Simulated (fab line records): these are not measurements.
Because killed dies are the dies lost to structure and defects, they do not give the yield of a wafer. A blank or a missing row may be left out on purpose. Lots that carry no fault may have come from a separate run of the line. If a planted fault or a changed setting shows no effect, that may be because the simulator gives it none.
Shared-tool check | flow sky130 | 15 lots and 54 wafers in the sample

## WHAT PROMPTED THE OPENING
3 of 15 lots carry a flag on the reading LDD_N_TW at SKY_LDD_N_TW_MEAS_17. Fault-free wafers read 2608, with a standard deviation of 14.
Rule: a lot is flagged when every wafer of it that has a number lies more than 4 standard deviations from that mean, or none has a number. The rest of the lots are taken to be sound.

lot  | measured     | on            | LDD_N_TW, wafer by wafer      | flag
L885 | day 19 03:49 | film-metro-04 | 2606 2608 2606                |
L886 | day 19 14:26 | film-metro-03 | 2618 2613 2626                |
L887 | day 20 00:58 | film-metro-03 | 2602 2588 2587                |
L888 | day 20 05:21 | film-metro-01 | 2598 2608 2606                |
L890 | day 21 02:54 | film-metro-04 | 2596 2597 2587                |
L892 | day 21 20:17 | film-metro-04 | 2588 2599 2588                |
L893 | day 22 05:17 | film-metro-01 | 2611 2628 2620                |
L894 | day 22 14:19 | film-metro-03 | 2463 2458 2477 2451 2461 2476 | FLAGGED
L895 | day 22 21:21 | film-metro-01 | 2475 2481 2484 2483 2481 2486 | FLAGGED
L896 | day 23 07:11 | film-metro-01 | 2473 2479 2481 2468 2476 2464 | FLAGGED
L899 | day 24 06:12 | film-metro-04 | 2604 2616 2609                |
L902 | day 25 02:03 | film-metro-04 | 2594 2587 2595                |
L903 | day 25 09:42 | film-metro-04 | 2596 2589 2585                |
L904 | day 25 15:16 | film-metro-04 | 2586 2596 2581                |
L905 | day 26 03:19 | film-metro-04 | 2613 2605 2607                |
The numbers of the flagged lots are 2473 on average: -135 against the usual, or -10 standard deviations.

## WHICH TOOL EACH LOT WENT THROUGH
The record holds 2 process steps before the reading, out of a route of 708 steps. Every cell lists first the tool, next ch and the chambers used by the sampled wafers, and last the start.
lot  | flag    | SKY_LDD_N_IMPLANT_09            | SKY_LDD_N_STRIP_16
L885 |         | implanter-04 ch 0, day 19 02:43 | plasma-asher-04 ch 0,1, day 19 03:43
L886 |         | implanter-04 ch 0, day 19 13:17 | plasma-asher-04 ch 0,1, day 19 14:20
L887 |         | implanter-02 ch 0, day 19 23:50 | plasma-asher-02 ch 0,1, day 20 00:51
L888 |         | implanter-02 ch 0, day 20 04:12 | plasma-asher-04 ch 0,1, day 20 05:15
L890 |         | implanter-02 ch 0, day 21 01:46 | plasma-asher-04 ch 0,1, day 21 02:47
L892 |         | implanter-01 ch 0, day 21 19:08 | plasma-asher-04 ch 0,1, day 21 20:11
L893 |         | implanter-04 ch 0, day 22 04:08 | plasma-asher-02 ch 0,1, day 22 05:11
L894 | FLAGGED | implanter-04, day 22 13:11      | plasma-asher-03 ch 0,1, day 22 14:12
L895 | FLAGGED | implanter-04, day 22 20:13      | plasma-asher-04 ch 0,1, day 22 21:14
L896 | FLAGGED | implanter-02, day 23 06:02      | plasma-asher-02 ch 0,1, day 23 07:05
L899 |         | implanter-04 ch 0, day 24 05:04 | plasma-asher-02 ch 0,1, day 24 06:05
L902 |         | implanter-04 ch 0, day 25 00:54 | plasma-asher-03 ch 0,1, day 25 01:57
L903 |         | implanter-02 ch 0, day 25 08:33 | plasma-asher-03 ch 0,1, day 25 09:36
L904 |         | implanter-04 ch 0, day 25 14:09 | plasma-asher-04 ch 0,1, day 25 15:11
L905 |         | implanter-02 ch 0, day 26 02:12 | plasma-asher-02 ch 0,1, day 26 03:14
What these steps do:
- SKY_LDD_N_IMPLANT_09
- SKY_LDD_N_STRIP_16: strips in O2/N2.
- SKY_LDD_N_TW_MEAS_17

## FLAGGED OVER TOTAL, TOOL BY TOOL (the gauges that took the reading come last)
step                 | tool            | lots run | flagged | share of the flagged lots | sound lots run after its first flagged lot
SKY_LDD_N_IMPLANT_09 | implanter-01    | 1        | 0       | none                      | -
SKY_LDD_N_IMPLANT_09 | implanter-02    | 6        | 1       | some                      | 2 (L903,L905)
SKY_LDD_N_IMPLANT_09 | implanter-04    | 8        | 2       | some                      | 3 (L899,L902,L904)
SKY_LDD_N_STRIP_16   | plasma-asher-02 | 5        | 1       | some                      | 2 (L899,L905)
SKY_LDD_N_STRIP_16   | plasma-asher-03 | 3        | 1       | some                      | 2 (L902,L903)
SKY_LDD_N_STRIP_16   | plasma-asher-04 | 7        | 1       | some                      | 1 (L904)
SKY_LDD_N_TW_MEAS_17 | film-metro-01   | 4        | 2       | some                      | 0
SKY_LDD_N_TW_MEAS_17 | film-metro-03   | 3        | 1       | some                      | 0
SKY_LDD_N_TW_MEAS_17 | film-metro-04   | 8        | 0       | none                      | -

## WHAT IS ALLOWED BY THE TABLE
No row of the table ran every flagged lot.

## WHAT THE SIMULATOR HAD PUT IN
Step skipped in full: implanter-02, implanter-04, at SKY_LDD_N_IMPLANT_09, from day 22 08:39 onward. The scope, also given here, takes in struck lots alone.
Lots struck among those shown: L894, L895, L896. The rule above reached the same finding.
